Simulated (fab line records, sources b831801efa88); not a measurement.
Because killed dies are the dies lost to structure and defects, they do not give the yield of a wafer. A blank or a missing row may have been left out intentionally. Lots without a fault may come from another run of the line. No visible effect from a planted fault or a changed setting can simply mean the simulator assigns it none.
fab line records	flow sky130
[record] lots = 5	wafers = 15	lastDay = 50
route steps=708 shown SONOS_ONO@171 GATE_OXIDE@187 POLY_GATE@204 RES_PROTECT@206 SALICIDE@361 PAD_OPEN@708
lots untouched by any fault: they come from a run of this same line in which no faults occurred
startH: start of the lot's first displayed wafer, in hours after the record's first day	waitH: time in hours since the lot's previous step	" repeats the value in the row above	L1.1+2: several wafers, shown together as one row	- no value, or no start was given	* or withheld: withheld	< > ~ a bound
route shown NAME@n: names a module that has steps shown in the file, with the first one's number in the route	usual: average and standard deviation across the fault-free wafers	same: alike in all rows	chamber/n: place in a boat	sites: per-site readings	_std_site: how widely they spread, as a standard deviation	_edge_site: outer sites' mean less inner sites'	radiusMm: how far each site lies from the wafer's centre	mask NAME#n: copy n	behind: the last tool/chamber to shape the wafer	hold: the reason the lot was held/the length of the hold in hours/how it ended	device: which transistor (n, p or np) failed to switch	end of line: tests of these same wafers at the route's end	step lacking rows: just its recipe	killed: the dies lost at the first sort to structure and to defects; this is not the yield of the wafer	map: shows each die of a wafer: x if killed, . if not, _ if none is there
set.NAME: the run value of the setting; set.NAME@STEP: its run value at that earlier step	model.NAME: the simulator's own value behind a step, which no gauge read
certain route steps with their lots: each step a table, each wafer a row
services: when a tool's chamber went out of use (startH, in hours from the record's first day, below 0 if earlier), for how many hours, and the reason
[[steps]]
[step SKY_SONOS_ONO_THK_MEAS_03]
[recipe] reads = Si3N4_of_SONOS_ONO_CVD_02
[usual] SONOS_ONO_CVD_02_THK = 10.38/0.13
lot.wafer	tool	chamber	startH	waitH	SONOS_ONO_CVD_02_THK[nm]
L789.3	filmMetro-04	-	295.20	0.0	10.46
L789.5	"	-	"	"	10.42
L789.6	"	-	"	"	10.43
L798.2	filmMetro-01	-	367.50	0.0	10.40
L798.4	"	-	"	"	10.38
L798.5	"	-	"	"	10.46
L800.1	filmMetro-04	-	387.67	0.0	10.36
L800.2	"	-	"	"	10.40
L800.5	"	-	"	"	10.27
L802.1	filmMetro-04	-	397.45	0.0	10.42
L802.2	"	-	"	"	10.29
L802.6	"	-	"	"	10.27
L807.1	filmMetro-04	-	455.41	0.0	10.47
L807.2	"	-	"	"	10.45
L807.6	"	-	"	"	10.54
[step SKY_SONOS_ONO_CVD_04]
[recipe] material = SiO2	precursor = SiH4/N2O	targetThkNm = 5.7199	tempC = 900	pressureMtorr = 400
[step SKY_SONOS_ONO_THK_MEAS_05]
[recipe] reads = SiO2_of_SONOS_ONO_CVD_04
[usual] SONOS_ONO_CVD_04_THK = 5.70/0.11
lot.wafer	tool	chamber	startH	waitH	SONOS_ONO_CVD_04_THK[nm]
L789.3	filmMetro-04	-	296.51	0.0	5.71
L789.5	"	-	"	"	5.71
L789.6	"	-	"	"	5.78
L798.2	filmMetro-02	-	368.81	0.0	5.60
L798.4	"	-	"	"	5.64
L798.5	"	-	"	"	5.51
L800.1	filmMetro-02	-	388.98	0.0	5.66
L800.2	"	-	"	"	5.74
L800.5	"	-	"	"	5.80
L802.1	filmMetro-01	-	398.76	0.0	5.85
L802.2	"	-	"	"	5.82
L802.6	"	-	"	"	5.84
L807.1	filmMetro-02	-	456.72	0.0	5.46
L807.2	"	-	"	"	5.57
L807.6	"	-	"	"	5.55
[step SKY_SONOS_ONO_DEHYDRATE_06]
[recipe] tempC = 200	timeS = 60
[step SKY_SONOS_ONO_HMDS_07]
[recipe] primeTimeS = 60	primeTempC = 120
[step SKY_SONOS_ONO_COAT_08]
[recipe] resist = NOVOLAK	spinRpm = 3000	resistThkNm = 1140
[step SKY_SONOS_ONO_SOFTBAKE_09]
[recipe] tempC = 90	timeS = 60	resist = NOVOLAK
[step SKY_SONOS_ONO_EXPOSE_10]
[recipe] maskId = ONOM	targetCdNm = 410	na = 0.6	sourceShape = conventional	sigmaOuter = 0.6	doseMj = 150
[step SKY_SONOS_ONO_PEB_11]
[recipe] tempC = withheld	timeS = *	resist = NOVOLAK
[step SKY_SONOS_ONO_DEVELOP_12]
[recipe] developTimeS = 60	devTempC = 23
[step SKY_SONOS_ONO_CD_MEAS_13]
[recipe] targetCdNm = 410
[usual] cdNm = 409.3/2.3
lot.wafer	tool	chamber	startH	waitH	cdNm
L789.3	cdSem-02	-	321.24	0.1	409.0
L789.5	"	-	"	"	411.0
L789.6	"	-	"	"	409.1
L798.2	cdSem-01	-	396.86	0.1	406.1
L798.4	"	-	"	"	408.8
L798.5	"	-	"	"	406.9
L800.1	cdSem-01	-	417.95	0.1	405.2
L800.2	"	-	"	"	409.0
L800.5	"	-	"	"	404.5
L802.1	cdSem-01	-	428.14	0.1	408.4
L802.2	"	-	"	"	409.0
L802.6	"	-	"	"	412.4
L807.1	cdSem-01	-	487.43	0.1	405.6
L807.2	"	-	"	"	406.7
L807.6	"	-	"	"	408.3
[step SKY_SONOS_ONO_OVL_MEAS_14]
[usual] SONOS_ONO_OVL = 0.4/1.4
lot.wafer	tool	chamber	startH	waitH	SONOS_ONO_OVL[nm]
L789.3	overlay-02	-	321.33	0.1	-0.1
L789.5	"	-	"	"	1.3
L789.6	"	-	"	"	0.3
L798.2	overlay-02	-	396.97	0.1	0.9
L798.4	"	-	"	"	2.8
L798.5	"	-	"	"	1.2
L800.1	overlay-02	-	418.07	0.1	0.1
L800.2	"	-	"	"	0.2
L800.5	"	-	"	"	-0.7
L802.1	overlay-02	-	428.26	0.1	-0.8
L802.2	"	-	"	"	-1.2
L802.6	"	-	"	"	-2.0
L807.1	overlay-02	-	487.55	0.1	-1.5
L807.2	"	-	"	"	-0.5
L807.6	"	-	"	"	-1.6
[step SKY_SONOS_ONO_ETCH_15]
[recipe] targetDepthNm = 19.52	chemistry = CHF3/O2	sourceW = 600	biasW = 200	pressureMtorr = 40	chf3FlowSccm = 50	O2_flow_sccm = 5	timeS = 7.8
[usual] drypumpMotorCurrentA = 5.9/0.57	oesProductAu = 1.003/0.013	throttleValvePct = 8.825/0.01
lot.wafer	tool	chamber	startH	waitH	drypumpMotorCurrentA	oesProductAu	rfHoursCounterH	throttleValvePct	model.etch.depthNm	model.SONOS_ONO.featureDepthNm	model.NOVOLAK_of_SONOS_ONO_COAT_08.thkNm
L789.3	rieDiel-01	0	321.36	0.0	6.1	1.026	10	8.823	20.38	20.38	1123
L789.5	"	1	"	"	6.5	1.008	-	8.844	6.716	6.716	1133
L789.6	"	2	"	"	5.9	1.007	-	8.816	19.91	19.91	1121
L798.2	rieDiel-01	0	397.00	0.0	6.1	1.018	11	8.849	19.89	19.89	1121
L798.4	"	3	"	"	5.4	0.988	31	8.838	19.37	19.37	1128
L798.5	"	2	"	"	5.9	1.002	-	8.825	19.71	19.71	1123
L800.1	rieDiel-01	2	418.11	0.0	5.9	1.019	7	8.815	19.9	19.9	1126
L800.2	"	1	"	"	6.5	1.014	11	8.832	19.93	19.93	1129
L800.5	"	0	"	"	6.2	1.020	-	8.825	19.92	19.92	1125
L802.1	rieDiel-04	3	428.30	0.0	5.2	0.990	2	8.806	19.11	19.11	1126
L802.2	"	2	"	"	5.9	1.003	25	8.810	19.46	19.46	1125
L802.6	"	2	"	"	5.9	1.006	-	8.818	19.42	19.42	1126
L807.1	rieDiel-01	1	487.59	0.0	6.5	1.011	13	8.828	20.15	20.15	1121
L807.2	"	3	"	"	5.4	1.016	33	8.813	19.84	19.84	1122
L807.6	"	3	"	"	5.4	1.005	-	8.839	19.75	19.75	1126
[step SKY_SONOS_ONO_WET_ETCH_16]
[recipe] chemistry = dHF	targetDepthNm = 14	dry = n2Spin	target = SiO2	dilution = 100:1	tempC = 25	timeS = 280
[step SKY_SONOS_ONO_STRIP_17]
[recipe] chemistry = O2/N2	powerW = 1400	pressureMtorr = 1500	platenTempC = withheld	o2FlowSccm = 3000	n2FlowSccm = 300	overashFraction = 0.5
[usual] drypumpMotorCurrentA = 6.10/0.21	oesProductAu = 0.710/0.0048	stripTimeToEndpointS = 14.11/0.035
lot.wafer	tool	chamber	startH	waitH	drypumpMotorCurrentA	oesProductAu	rfHoursCounterH	stripTimeToEndpointS
L789.3	plasmaAsher-04	1	321.50	0.0	6.11	0.709	-	14.08
L789.5	"	1	"	"	6.10	0.712	-	14.20
L789.6	"	0	"	"	6.27	0.707	-	14.08
L798.2	plasmaAsher-04	1	397.10	0.0	6.11	0.710	67	14.06
L798.4	"	0	"	"	6.25	0.715	-	14.14
L798.5	"	1	"	"	6.11	0.708	-	14.09
L800.1	plasmaAsher-03	0	418.21	0.0	5.70	0.713	27	14.15
L800.2	"	1	"	"	6.18	0.716	27	14.16
L800.5	"	1	"	"	6.19	0.704	-	14.11
L802.1	plasmaAsher-02	0	428.40	0.0	6.06	0.696	64	14.13
L802.2	"	1	"	"	6.31	0.710	64	14.12
L802.6	"	1	"	"	6.32	0.715	-	14.13
L807.1	plasmaAsher-04	0	487.69	0.0	6.23	0.706	5	14.06
L807.2	"	1	"	"	6.10	0.719	5	14.07
L807.6	"	0	"	"	6.22	0.705	-	14.13
[step SKY_SONOS_ONO_WET_ETCH_18]
[recipe] chemistry = H3PO4	targetDepthNm = 15	target = Si3N4	tempC = 160	timeS = 172
[step SKY_GATE_OXIDE_CLEAN_00]
[recipe] chemistry = SC1/SC2	mix = 1:4:20	tempC = 70	timeS = 150	dry = n2Spin
[step SKY_GATE_OXIDE_OXIDATION_01]
[recipe] tempC = 900	ambient = O2	stabiliseS = 600	purgeS = 300	targetThkA = 102.68	oxTimeS = 1473
[step SKY_GATE_OXIDE_THK_MEAS_02]
[recipe] reads = SiO2_of_GATE_OXIDE_OXIDATION_01
[usual] GATE_OXIDE_OXIDATION_00_THK = 10.33/0.17
lot.wafer	tool	chamber	startH	waitH	GATE_OXIDE_OXIDATION_00_THK[nm]
L789.3	filmMetro-01	-	324.46	0.0	10.23
L789.5	"	-	"	"	10.32
L789.6	"	-	"	"	10.37
L798.2	filmMetro-04	-	398.93	0.0	10.09
L798.4	"	-	"	"	10.28
L798.5	"	-	"	"	9.93
L800.1	filmMetro-01	-	419.83	0.0	10.30
L800.2	"	-	"	"	10.33
L800.5	"	-	"	"	10.25
L802.1	filmMetro-03	-	430.02	0.0	10.43
L802.2	"	-	"	"	10.36
L802.6	"	-	"	"	10.39
L807.1	filmMetro-04	-	489.31	0.0	10.42
L807.2	"	-	"	"	10.28
L807.6	"	-	"	"	10.47
[step SKY_GATE_OXIDE_DEHYDRATE_03]
[recipe] tempC = 200	timeS = 60
[step SKY_GATE_OXIDE_HMDS_04]
[recipe] primeTimeS = 60	primeTempC = 120
[step SKY_GATE_OXIDE_COAT_05]
[recipe] resist = NOVOLAK	spinRpm = 3000	resistThkNm = 1140
[step SKY_GATE_OXIDE_SOFTBAKE_06]
[recipe] tempC = 90	timeS = 60	resist = NOVOLAK
[step SKY_GATE_OXIDE_EXPOSE_07]
[recipe] maskId = LVOM	na = 0.6	sourceShape = conventional	sigmaOuter = 0.6	polarization = unpolarized	targetCdNm = 600	doseMj = 170
[step SKY_GATE_OXIDE_PEB_08]
[recipe] tempC = withheld	timeS = *	resist = NOVOLAK
[step SKY_GATE_OXIDE_DEVELOP_09]
[recipe] resist = NOVOLAK	developer = TMAH	developTimeS = 60	devTempC = 23
[step SKY_GATE_OXIDE_OVL_MEAS_10]
[usual] GATE_OXIDE_OVL = 0.5/1.8
lot.wafer	tool	chamber	startH	waitH	GATE_OXIDE_OVL[nm]
L789.3	overlay-01	-	351.04	0.1	3.2
L789.5	"	-	"	"	0.4
L789.6	"	-	"	"	3.9
L798.2	overlay-02	-	428.61	0.1	0.3
L798.4	"	-	"	"	-2.0
L798.5	"	-	"	"	-0.3
L800.1	overlay-02	-	450.80	0.1	2.0
L800.2	"	-	"	"	1.8
L800.5	"	-	"	"	3.4
L802.1	overlay-02	-	460.68	0.1	3.3
L802.2	"	-	"	"	0.2
L802.6	"	-	"	"	0.8
L807.1	overlay-01	-	520.05	0.1	1.2
L807.2	"	-	"	"	1.4
L807.6	"	-	"	"	1.2
[step SKY_GATE_OXIDE_IMPLANT_11]
[recipe] species = B	energyKev = 10	doseCm2 = 2.6e+12	tiltDeg = withheld
[step SKY_GATE_OXIDE_WET_ETCH_12]
[recipe] chemistry = dHF	targetDepthNm = 16.8	dry = n2Spin	target = SiO2	dilution = 100:1	tempC = 25	timeS = 336
[step SKY_GATE_OXIDE_STRIP_13]
[recipe] chemistry = O2/N2	powerW = 1400	pressureMtorr = 1500	platenTempC = withheld	o2FlowSccm = 3000	n2FlowSccm = 300	overashFraction = 0.5
[usual] drypumpMotorCurrentA = 6.05/0.26	oesProductAu = 0.716/0.0043	stripTimeToEndpointS = 14.18/0.039
lot.wafer	tool	chamber	startH	waitH	drypumpMotorCurrentA	oesProductAu	rfHoursCounterH	stripTimeToEndpointS
L789.3	plasmaAsher-03	1	351.35	0.0	6.17	0.714	-	14.26
L789.5	"	0	"	"	5.71	0.720	-	14.24
L789.6	"	1	"	"	6.18	0.717	-	14.25
L798.2	plasmaAsher-03	0	428.89	0.0	5.72	0.714	29	14.19
L798.4	"	0	"	"	5.71	0.720	-	14.18
L798.5	"	0	"	"	5.71	0.717	-	14.19
L800.1	plasmaAsher-03	1	451.10	0.0	6.19	0.714	31	14.19
L800.2	"	0	"	"	5.71	0.714	31	14.24
L800.5	"	0	"	"	5.72	0.715	-	14.19
L802.1	plasmaAsher-03	0	460.97	0.0	5.71	0.717	32	14.18
L802.2	"	1	"	"	6.16	0.714	32	14.12
L802.6	"	0	"	"	5.70	0.721	-	14.14
L807.1	plasmaAsher-03	0	520.35	0.0	5.72	0.715	38	14.19
L807.2	"	1	"	"	6.15	0.714	38	14.14
L807.6	"	1	"	"	6.14	0.716	-	14.04
[step SKY_GATE_OXIDE_TW_MEAS_14]
[usual] GATE_OXIDE_TW = 224.1/1.9
lot.wafer	tool	chamber	startH	waitH	GATE_OXIDE_TW
L789.3	filmMetro-04	-	351.44	0.1	227.2
L789.5	"	-	"	"	226.3
L789.6	"	-	"	"	226.1
L798.2	filmMetro-01	-	429.00	0.1	224.4
L798.4	"	-	"	"	222.7
L798.5	"	-	"	"	222.5
L800.1	filmMetro-04	-	451.20	0.1	227.4
L800.2	"	-	"	"	226.5
L800.5	"	-	"	"	226.8
L802.1	filmMetro-04	-	461.07	0.1	225.5
L802.2	"	-	"	"	227.5
L802.6	"	-	"	"	227.0
L807.1	filmMetro-03	-	520.45	0.1	223.7
L807.2	"	-	"	"	222.3
L807.6	"	-	"	"	223.8
[step SKY_GATE_OXIDE_CLEAN_15]
[recipe] chemistry = SC1/SC2	mix = 1:4:20	tempC = 70	timeS = 150	dry = n2Spin
[step SKY_GATE_OXIDE_OXIDATION_16]
[recipe] tempC = 800	ambient = O2	idleTempC = 700	rampUpCPerMin = 10	rampDownCPerMin = 3	stabiliseS = 600	purgeS = 300	targetThkA = 35.7	oxTimeS = 1915
[step SKY_POLY_GATE_CVD_00]
[recipe] material = poly-Si	targetThkNm = 180	tempC = 620	timeS = 720	pressureMtorr = 200
[step SKY_POLY_GATE_THK_MEAS_01]
[recipe] reads = poly-Si_of_POLY_GATE_CVD_00
[usual] POLY_GATE_CVD_00_THK = 180.3/1.7
lot.wafer	tool	chamber	startH	waitH	POLY_GATE_CVD_00_THK[nm]
L789.3	filmMetro-03	-	355.29	0.0	179.7
L789.5	"	-	"	"	181.1
L789.6	"	-	"	"	179.7
L798.2	filmMetro-02	-	433.36	0.0	181.5
L798.4	"	-	"	"	180.4
L798.5	"	-	"	"	180.1
L800.1	filmMetro-03	-	454.75	0.0	178.2
L800.2	"	-	"	"	178.9
L800.5	"	-	"	"	178.3
L802.1	filmMetro-01	-	464.88	0.0	180.6
L802.2	"	-	"	"	181.8
L802.6	"	-	"	"	179.6
L807.1	filmMetro-02	-	523.29	0.0	183.7
L807.2	"	-	"	"	182.9
L807.6	"	-	"	"	185.0
[step SKY_RES_PROTECT_DEHYDRATE_00]
[recipe] tempC = 200	timeS = 60
[step SKY_RES_PROTECT_HMDS_01]
[recipe] primeTimeS = 60	primeTempC = 120
[step SKY_RES_PROTECT_COAT_02]
[recipe] resist = NOVOLAK	spinRpm = 3000	resistThkNm = 1140
[step SKY_RES_PROTECT_SOFTBAKE_03]
[recipe] tempC = 90	timeS = 60	resist = NOVOLAK
[step SKY_RES_PROTECT_EXPOSE_04]
[recipe] maskId = RPM	na = 0.6	sourceShape = conventional	sigmaOuter = 0.6	polarization = unpolarized	targetCdNm = 1270	doseMj = 131
[step SKY_RES_PROTECT_PEB_05]
[recipe] tempC = withheld	timeS = *	resist = NOVOLAK
[step SKY_RES_PROTECT_DEVELOP_06]
[recipe] resist = NOVOLAK	developer = TMAH	developTimeS = 60	devTempC = 23
[step SKY_SALICIDE_CLEAN_00]
[recipe] chemistry = HF-last	timeS = 30	dilution = 100:1	dry = ipaMarangoni
lot.wafer	tool	chamber	startH	waitH	model.SiO2_of_FIELD_ISO_CVD_24.thkNm
L789.3+6	wetBench-01	2	693.36	0.1	357.5
L789.5	"	2	"	"	360.9
L798.2	wetBench-02	0	764.10	0.1	358.8
L798.4	"	0	"	"	356
L798.5	"	0	"	"	355.1
L800.1+2	wetBench-01	3	786.28	0.1	358.6
L800.5	"	3	"	"	359.4
L802.1	wetBench-04	3	790.39	0.1	358.5
L802.2	"	3	"	"	359.2
L802.6	"	3	"	"	359.9
L807.1	wetBench-01	2	841.46	0.1	358.5
L807.2	"	2	"	"	357
L807.6	"	2	"	"	359.9
[step SKY_PAD_OPEN_PROBE_99]
[usual] killed_at_M0_to_M3 = 43/6.8	killed_at_M4_up = 3.3/2.1	killedAtContacts = 24/5	killedAtFrontEnd = 15/4.4	killedAtOther = 0.3/0.57	killedDies = 86/9.7	killedOnRim = 17/3.6	killedOpen = 47/7.3	killedShort = 39/6.1
[same] grossDies = 492	killedAtBackSide = 0
lot.wafer	tool	chamber	startH	waitH	killed_at_M0_to_M3	killed_at_M4_up	killedAtContacts	killedAtFrontEnd	killedAtOther	killedDies	killedOnRim	killedOpen	killedShort	model.etest.nfet_16v.rOnOhmUm	model.etest.pfet_16v.rOnOhmUm	model.etest.pfetG5v0d10v5.rOnOhmUm	model.etest.nfetG5v0d10v5.rOnOhmUm	model.etest.nfetG5v0d10v5.driveUaUm	model.etest.tipSonos.rsOhmSq	model.etest.nfet_05v0_nvt.driveUaUm	model.etest.nfet_16v.driveUaUm
L789.3	prober-01	-	1113.31	0.2	45	2	27	24	2	100	16	55	45	1.405e+04	1.529e+04	4652	1852	618.1	2611	583	225.3
L789.5	prober-01	-	1113.41	0.2	46	3	30	13	1	93	14	55	38	1.795e+04	1.665e+04	5448	2461	394.1	2822	420.3	130.4
L789.6	prober-01	-	1113.46	0.2	40	2	30	15	0	87	15	53	34	1.421e+04	1.556e+04	4742	1893	608.9	2658	571.2	220.4
L798.2	prober-02	-	1157.37	0.1	46	3	29	20	0	98	14	51	45	1.387e+04	1.514e+04	4624	1840	621.1	2709	587.4	228.1
L798.4	prober-02	-	1157.47	0.2	38	5	34	16	0	93	15	55	37	1.401e+04	1.501e+04	4592	1869	611	2747	582.1	223.3
L798.5	prober-02	-	1157.52	0.2	39	1	29	13	0	82	12	46	36	1.388e+04	1.496e+04	4638	1856	618.8	2705	594	229.9
L800.1	prober-02	-	1175.36	0.1	48	2	30	10	0	90	18	52	38	1.393e+04	1.534e+04	4876	1902	601.2	2661	571.9	221.9
L800.2	prober-02	-	1175.41	0.1	39	5	20	16	0	80	21	42	38	1.395e+04	1.5e+04	4816	1886	603.6	2667	568.3	221.5
L800.5	prober-02	-	1175.56	0.2	57	3	22	20	0	102	19	54	48	1.386e+04	1.501e+04	4878	1926	602.8	2635	575.6	223.2
L802.1	prober-02	-	1176.86	0.1	39	2	21	10	0	72	18	37	33	1.422e+04	1.506e+04	4707	1890	602	2644	569.7	218.9
L802.2	prober-02	-	1176.91	0.1	43	2	21	10	0	76	16	40	34	1.418e+04	1.519e+04	4738	1898	599.2	2629	570.3	221.5
L802.6	prober-02	-	1177.11	0.2	40	6	27	9	0	82	14	51	31	1.431e+04	1.498e+04	4698	1880	597.2	2614	572.4	220.1
L807.1	prober-01	-	1206.46	0.1	42	2	19	22	0	85	15	41	43	1.403e+04	1.514e+04	4773	1907	599	2655	573.3	224
L807.2	prober-01	-	1206.51	0.1	43	1	31	17	0	92	17	47	43	1.387e+04	1.519e+04	4788	1870	603.3	2590	577.5	223.4
L807.6	prober-01	-	1206.71	0.2	38	0	26	21	1	86	14	47	38	1.398e+04	1.528e+04	4835	1886	596	2671	566.5	220.2
// killed by level:class
L789.3 CONTACT:geometricParticle:open=10 VIA2:geometricParticle:open=9 METAL1:geometricParticle:short=8 VIA1:geometricParticle:open=8 FIELD_ISO:geometricParticle:open=7 LI_CONTACT:geometricParticle:open=7 POLY_GATE:geometricParticle:short=6 POLY_GATE:geometricParticle:open=6
L789.5 CONTACT:geometricParticle:open=12 LI_CONTACT:geometricParticle:open=11 VIA3:geometricParticle:open=11 VIA1:geometricParticle:open=9 METAL1:geometricParticle:short=5 METAL2:geometricParticle:short=5 VIA2:geometricParticle:short=5 FIELD_ISO:geometricParticle:short=4
L789.6 LI_CONTACT:geometricParticle:open=13 VIA1:geometricParticle:open=9 VIA2:geometricParticle:open=7 CONTACT:geometricParticle:open=7 VIA1:geometricParticle:short=7 POLY_GATE:geometricParticle:short=6 POLY_GATE:geometricParticle:open=6 VIA3:geometricParticle:open=6
L798.2 CONTACT:geometricParticle:open=11 VIA1:geometricParticle:short=10 VIA1:geometricParticle:open=8 LI_CONTACT:geometricParticle:open=8 VIA2:geometricParticle:open=7 FIELD_ISO:geometricParticle:open=6 CONTACT:geometricParticle:short=5 FIELD_ISO:geometricParticle:short=4
L798.4 LI_CONTACT:geometricParticle:open=11 VIA1:geometricParticle:open=11 CONTACT:geometricParticle:open=10 VIA1:geometricParticle:short=6 VIA3:geometricParticle:open=6 POLY_GATE:geometricParticle:open=5 METAL2:geometricParticle:short=5 VIA2:geometricParticle:open=5
L798.5 VIA1:geometricParticle:open=12 CONTACT:geometricParticle:short=8 LI_CONTACT:geometricParticle:open=6 CONTACT:geometricParticle:open=6 VIA1:geometricParticle:short=6 FIELD_ISO:geometricParticle:short=4 LOCAL_INTERCONNECT:geometricParticle:open=4 VIA2:geometricParticle:open=4
L800.1 VIA1:geometricParticle:open=15 VIA3:geometricParticle:open=11 LI_CONTACT:geometricParticle:open=8 CONTACT:geometricParticle:open=7 VIA3:geometricParticle:short=7 CONTACT:geometricParticle:short=6 LOCAL_INTERCONNECT:geometricParticle:short=5 POLY_GATE:geometricParticle:short=3
L800.2 FIELD_ISO:geometricParticle:open=7 VIA3:geometricParticle:open=7 CONTACT:geometricParticle:open=6 METAL3:geometricParticle:short=5 LI_CONTACT:geometricParticle:open=5 VIA1:geometricParticle:open=5 VIA1:geometricParticle:short=5 POLY_GATE:geometricParticle:open=4
L800.5 VIA1:geometricParticle:open=11 VIA3:geometricParticle:open=10 METAL1:geometricParticle:short=9 VIA2:geometricParticle:open=9 METAL2:geometricParticle:short=6 LI_CONTACT:geometricParticle:open=5 CONTACT:geometricParticle:open=5 VIA1:geometricParticle:short=5
L802.1 VIA1:geometricParticle:open=8 CONTACT:geometricParticle:open=6 METAL2:geometricParticle:short=6 VIA2:geometricParticle:open=6 VIA3:geometricParticle:open=6 CONTACT:geometricParticle:short=5 FIELD_ISO:geometricParticle:open=4 LI_CONTACT:geometricParticle:open=4
L802.2 CONTACT:geometricParticle:open=13 VIA1:geometricParticle:open=8 VIA2:geometricParticle:open=6 METAL3:geometricParticle:short=6 VIA3:geometricParticle:open=6 METAL1:geometricParticle:short=5 FIELD_ISO:geometricParticle:short=4 CONTACT:geometricParticle:short=3
L802.6 VIA1:geometricParticle:open=14 LI_CONTACT:geometricParticle:open=12 CONTACT:geometricParticle:short=6 CONTACT:geometricParticle:open=5 VIA3:geometricParticle:open=5 VIA1:geometricParticle:short=4 FIELD_ISO:geometricParticle:open=4 METAL1:geometricParticle:short=4
L807.1 VIA3:geometricParticle:open=9 CONTACT:geometricParticle:open=9 METAL1:geometricParticle:short=9 FIELD_ISO:geometricParticle:short=8 VIA1:geometricParticle:open=6 VIA2:geometricParticle:open=6 POLY_GATE:geometricParticle:short=5 POLY_GATE:geometricParticle:open=5
L807.2 CONTACT:geometricParticle:open=13 CONTACT:geometricParticle:short=9 VIA1:geometricParticle:open=8 FIELD_ISO:geometricParticle:short=7 VIA3:geometricParticle:short=6 LI_CONTACT:geometricParticle:open=6 VIA2:geometricParticle:open=6 METAL1:geometricParticle:short=5
L807.6 LI_CONTACT:geometricParticle:open=9 VIA1:geometricParticle:open=9 CONTACT:geometricParticle:open=7 VIA2:geometricParticle:short=6 VIA3:geometricParticle:open=5 METAL1:geometricParticle:short=5 POLY_GATE:geometricParticle:open=4 LOCAL_INTERCONNECT:geometricParticle:short=4
[[services]]
tool	chamber	startH	hours	kind
rieDiel-01	3	301.54	4.8	repair
rieDiel-01	3	314.36	4.6	repair
wetBench-01	-	318.45	6.2	repair
plasmaAsher-04	-	342.92	3.4	repair
plasmaAsher-04	-	346.48	14.6	pm
plasmaAsher-03	-	373.65	14.6	pm
rieDiel-01	-	413.18	2.8	pm
plasmaAsher-04	-	421.25	9.0	pm
rieDiel-01	2	435.89	7.2	repair
rieDiel-01	0	442.65	9.2	repair
plasmaAsher-04	-	471.61	11.1	repair
rieDiel-01	-	494.05	0.4	repair
wetBench-01	-	515.57	1.0	repair
rieDiel-01	1	521.16	13.9	repair
plasmaAsher-03	-	522.08	15.6	pm
rieDiel-01	3	538.70	1.2	repair
wetBench-01	-	553.05	0.8	repair
rieDiel-01	3	611.26	4.2	repair
plasmaAsher-03	-	643.88	1.2	repair
plasmaAsher-03	-	674.02	4.0	pm
rieDiel-01	1	694.27	5.4	repair
rieDiel-01	-	778.92	14.6	pm
rieDiel-01	-	810.07	4.3	pm
rieDiel-01	2	835.60	8.4	repair
[[key]]
firstSign none at tools or gauges
[modelEffect] step = SKY_SONOS_ONO_ETCH_15	value = etch.depthNm	without = 19.8	struck = 6.716
[modelEffect] step = SKY_SALICIDE_CLEAN_00	value = SiO2_of_FIELD_ISO_CVD_24.thkNm	without = 358.7	struck = 360.9
[modelEffect] step = SKY_PAD_OPEN_PROBE_99	value = etest.nfet_16v.rOnOhmUm	without = 1.415e+04	struck = 1.795e+04
metAt SKY_SONOS_ONO_ETCH_15
struckWafers L789.5
testerLeftOut L789
[fault] kind = processParameterDrift	tool = rieDiel-01	chamber = 1	onsetH = 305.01	steps = SKY_SONOS_ONO_ETCH_15	channel = timeS	offset = *	shape = step	endH = 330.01	actsIn = *	stated = *
// testerLeftOut: of these lots the tester's yield and bins aren't shown, on N5 and GAA mostly nor the transistor test; their killed dies are dies lost to structure and defects alone, not to doping, threshold or leakage, so they don't give the yield
